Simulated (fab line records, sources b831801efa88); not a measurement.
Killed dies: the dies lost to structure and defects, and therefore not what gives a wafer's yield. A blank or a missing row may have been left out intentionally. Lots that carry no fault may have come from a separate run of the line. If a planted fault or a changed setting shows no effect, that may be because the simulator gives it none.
The same fault as seen by 2 desks    flow sky130    every desk sees just its own numbers, and what lay behind them comes last

== TOOL OWNER'S DESK, plasma_asher-02 ==
The tool's own readings at SKY_VIA2_STRIP_16 (strips in O2/N2): means of the sampled wafers that have a number, for each lot that ran on this tool. The brackets show how far a lot's mean lies from the usual mean; more than 4 standard deviations puts the lot out of limits, marked OUT.
Columns: A = chamber_pressure_mTorr at SKY_VIA2_STRIP_16, usual 1499.8 mTorr; B = drypump_motor_current_A at SKY_VIA2_STRIP_16, usual 5.6 A; C = oes_product_au at SKY_VIA2_STRIP_16, usual 0.398 a.u.; D = strip_time_to_endpoint_s at SKY_VIA2_STRIP_16, usual 4.03 s
lot   first seen here  A       B    C      D
L425  day 36 02:55     1499.3  5.5  0.402  4.01
L430  day 37 21:18     1498.9  5.1  0.396  4.04
L431  day 38 09:04     1500.4  5.4  0.396  4.00
L436  day 39 14:19     1499.8  5.7  0.401  4.06
L448  day 43 00:02     1499.6  5.8  0.396  3.98
Result from this desk: across the 5 lots, nothing is out of limits.

== FROM THE METROLOGY DESK ==
What the gauges read for every lot (on any tool): the sampled wafers with a number, averaged. The brackets show how far a lot's mean lies from the usual mean; more than 4 standard deviations puts the lot out of limits, marked OUT.
Columns: A = cd_nm at SKY_VIA2_CD_MEAS_12, usual 199.9 nm
lot   first seen here  A
L425  day 36 02:39     200.2
L429  day 37 08:14     201.1
L430  day 37 21:04     198.4
L431  day 38 08:49     200.4
L432  day 38 11:49     197.8
L433  day 38 18:42     198.8
L435  day 39 10:47     199.8
L436  day 39 14:04     200.7
L440  day 41 05:09     201.1
L441  day 41 13:13     198.0
L442  day 42 02:16     200.9
L445  day 42 10:26     202.3
L448  day 42 23:47     201.1
L447  day 43 02:35     201.1
Result from this desk: across the 14 lots, nothing is out of limits.

== BROUGHT TOGETHER ==
Nothing out of limits was seen by the tool owner's desk.
Metrology desk: nothing out of limits seen.

== WHAT THE SIMULATOR HAD PUT IN ==
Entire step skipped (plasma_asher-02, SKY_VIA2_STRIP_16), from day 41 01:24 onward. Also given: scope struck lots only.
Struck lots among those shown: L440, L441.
